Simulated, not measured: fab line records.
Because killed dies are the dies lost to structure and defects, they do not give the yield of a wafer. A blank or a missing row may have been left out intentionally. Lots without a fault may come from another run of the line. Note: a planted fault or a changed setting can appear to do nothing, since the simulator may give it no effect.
Which of the tools did it? ; flow gf180mcu ; Sampling: 13 lots, 39 wafers, 6 of 602 route steps

WHAT THE GAUGES SHOWED, per wafer
GF_STI_BOW_MEAS_00. Usual: INCOMING_BOW 0 um, standard deviation 7.2.
lot;measured;on;INCOMING_BOW (um);flag
L152;day 1 10:02;filmMetro-02;-4 0 1;
L153;day 1 15:04;filmMetro-03;-5 -4 -14;
L154;day 1 20:01;filmMetro-03;3 6 6;
L155;day 2 01:01;filmMetro-01;1 2 2;
L159;day 2 21:01;filmMetro-02;11 11 10;
L160;day 3 02:02;filmMetro-03;7 -7 -7;
L161;day 3 07:01;filmMetro-03;2 5 -1;
L162;day 3 12:00;filmMetro-03;2 -5 -13;
L164;day 3 22:01;filmMetro-03;-10 -1 -9;
L166;day 4 08:00;filmMetro-02;11 -6 2;
L167;day 4 13:01;filmMetro-02;4 -2 2;
L168;day 4 18:00;filmMetro-03;2 0 -12;
L173;day 5 19:00;filmMetro-02;1 -8 -7;

GF_STI_CD_MEAS_12: target cd 220 nm. Usual: 219.7 nm for cdNm, sd 1.
lot;measured;on;cdNm (nm);flag
L152;day 2 01:17;cdSem-02;218.0 219.5 218.6;
L153;day 2 07:42;cdSem-02;220.5 219.1 221.4;
L154;day 2 14:30;cdSem-02;219.7 219.8 219.1;
L155;day 2 18:51;cdSem-01;220.1 220.0 219.2;
L159;day 3 16:56;cdSem-01;220.1 219.2 219.7;
L160;day 3 20:43;cdSem-01;218.2 220.2 218.3;
L161;day 3 23:36;cdSem-01;221.3 221.3 221.1;
L162;day 4 04:41;cdSem-02;219.8 219.6 219.2;
L164;day 4 14:51;cdSem-02;219.5 220.0 219.3;
L166;day 5 02:23;cdSem-01;220.1 220.1 219.9;
L167;day 5 05:47;cdSem-02;218.0 219.0 218.3;
L168;day 5 11:16;cdSem-02;219.0 220.0 219.4;
L173;day 6 12:53;cdSem-01;218.9 219.0 218.7;

GF_MVPSD_TW_MEAS_11. Usual: MVPSD_TW 556.9, standard deviation 2.4.
lot;measured;on;MVPSD_TW;flag
L152;day 5 02:35;filmMetro-02;554.0 553.3 552.4;
L153;day 5 05:08;filmMetro-03;555.4 558.9 555.6;
L154;day 5 18:22;filmMetro-03;557.6 554.2 556.7;
L155;day 6 02:04;filmMetro-02;558.6 557.3 559.0;
L159;day 6 21:05;filmMetro-02;559.1 557.5 559.3;
L160;day 7 01:21;filmMetro-03;557.3 559.9 556.5;
L161;day 7 04:11;filmMetro-02;554.8 552.6 557.1;
L162;day 7 12:28;filmMetro-03;614.3 612.0 609.6;OFF
L164;day 8 00:25;filmMetro-02;556.0 557.8 554.6;
L166;day 8 18:37;filmMetro-03;558.1 557.7 556.4;
L167;day 8 23:01;filmMetro-02;613.4 608.7 609.2;OFF
L168;day 9 00:56;filmMetro-02;555.4 553.5 555.7;
L173;day 10 04:20;filmMetro-03;558.6 560.7 562.0;

GF_VT_IMPLANT_OVL_MEAS_29. Usual: VT_IMPLANT_02_OVL 0.3 nm, standard deviation 1.4.
lot;measured;on;VT_IMPLANT_02_OVL (nm);flag
L152;day 6 21:36;overlay-02;1.4 0.0 0.8;
L153;day 7 01:27;overlay-02;-0.7 0.9 0.3;
L154;day 7 15:40;overlay-01;1.2 2.4 -0.3;
L155;day 8 00:01;overlay-02;-1.1 -0.9 -0.7;
L159;day 8 21:06;overlay-02;1.4 2.0 0.9;
L160;day 9 01:17;overlay-01;-0.6 -0.4 0.8;
L161;day 9 05:04;overlay-01;0.1 1.2 -0.4;
L162;day 9 14:50;overlay-02;0.8 1.2 1.5;
L164;day 10 03:28;overlay-02;-2.7 -1.3 -2.6;
L166;day 11 00:07;overlay-02;-1.0 -2.3 -2.1;
L167;day 11 03:32;overlay-02;-2.1 -2.0 -1.9;
L168;day 11 05:29;overlay-02;0.8 0.9 1.9;
L173;day 12 11:52;overlay-01;0.3 1.3 0.7;

GF_VT_IMPLANT_RS_MEAS_49: a four-point-probe measurement. Usual: MVPSD_RS 1168 ohm/sq, standard deviation 3.5.
lot;measured;on;MVPSD_RS (ohm/sq);flag
L152;day 7 14:05;filmMetro-03;1167 1165 1168;
L153;day 7 18:09;filmMetro-02;1167 1167 1170;
L154;day 8 08:31;filmMetro-02;1171 1172 1172;
L155;day 8 16:59;filmMetro-03;1165 1165 1165;
L159;day 9 15:02;filmMetro-02;1170 1172 1167;
L160;day 9 19:50;filmMetro-02;1175 1175 1178;
L161;day 9 22:43;filmMetro-03;1167 1168 1169;
L162;day 10 08:48;filmMetro-03;1337 1330 1335;OFF
L164;day 10 22:51;filmMetro-03;1167 1165 1167;
L166;day 11 20:04;filmMetro-03;1169 1172 1169;
L167;day 11 23:22;filmMetro-02;1337 1343 1338;OFF
L168;day 12 01:29;filmMetro-02;1164 1171 1168;
L173;day 13 08:15;filmMetro-03;1163 1163 1162;

WHAT TOOL EACH LOT RAN ON (gives the tool, then ch and the chambers of the sampled wafers, and finally the start)
lot;GF_MVPSD_IMPLANT_08
L152;implanter-03 ch 0, day 5 02:13
L153;implanter-01 ch 0, day 5 04:47
L154;implanter-03 ch 0, day 5 17:59
L155;implanter-04 ch 0, day 6 01:41
L159;implanter-01 ch 0, day 6 20:41
L160;implanter-04 ch 0, day 7 00:59
L161;implanter-04 ch 0, day 7 03:47
L162;implanter-04 ch 0, day 7 12:04
L164;implanter-01 ch 0, day 8 00:02
L166;implanter-03 ch 0, day 8 18:13
L167;implanter-04 ch 0, day 8 22:38
L168;implanter-03 ch 0, day 9 00:32
L173;implanter-01 ch 0, day 10 03:56
- GF_MVPSD_IMPLANT_08

WHAT THE TOOLS THEMSELVES READ (means of the sampled wafers that have a number; where no wafer has one, the mark that the record gives instead)
GF_MVPSD_IMPLANT_08. Usual: doseIonsCm2 1.4996e+13, standard deviation 1.8e+10; tiltDeg 0.001 degrees, standard deviation 0.019.
lot;tool;doseIonsCm2;tiltDeg (degrees);flag
L152;implanter-03;1.4973e+13;0.006;
L153;implanter-01;1.5005e+13;-0.010;
L154;implanter-03;1.4987e+13;0.002;
L155;implanter-04;1.5011e+13;-0.003;
L159;implanter-01;1.4991e+13;0.019;
L160;implanter-04;1.5016e+13;-0.021;
L161;implanter-04;1.4982e+13;0.005;
L162;implanter-04;1.4998e+13;3.750;OFF
L164;implanter-01;1.4988e+13;-0.021;
L166;implanter-03;1.5005e+13;0.015;
L167;implanter-04;1.5009e+13;3.714;OFF
L168;implanter-03;1.5005e+13;0.015;
L173;implanter-01;1.5009e+13;-0.024;

THE ANSWER, worked out from the rows above alone
Rule: lot off if the mean of its wafers having a number is beyond 3 standard deviations from the usual mean. Also off: a lot with no number at a reading for which 4 or more lots have one. The other lots that the step has rows for count as sound. After the gauges, taken in route order, come the tools' own readings; for these a lot's mean is taken, as printed above. At the first step where some lot is off, the reading lying furthest off is the one used; lots without a number count as furthest.
Off: at GF_MVPSD_TW_MEAS_11 (MVPSD_TW), L162, L167.
A tool fits if, at a process step before that reading, it ran every lot that is off, and no sound lot after the first of them. Not tried: the gauges at GF_MVPSD_TW_MEAS_11; whatever is off there is also off at GF_MVPSD_IMPLANT_08, on other tools, and gauge error can't account for it. One fits: implanter-04 at GF_MVPSD_IMPLANT_08. A fault onset in the window from L161 (day 7 03:47, its last sound lot) to L162 (day 7 12:04, its first lot off) fits.
The tool's own readings at GF_MVPSD_IMPLANT_08 bear it out: on the lots that are off they differ by more than 5 times the standard deviation of the sound lots' means. tiltDeg reads 3.732 degrees there against -0.002 degrees on the sound lots.

WHAT HAD BEEN PUT IN BY THE SIMULATOR
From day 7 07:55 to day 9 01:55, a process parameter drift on implanter-04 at GF_MVPSD_IMPLANT_08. Setting tiltDeg, moved by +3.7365, from 0. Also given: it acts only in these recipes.
Lots struck among those shown: L162, L167. The rule above found the same.
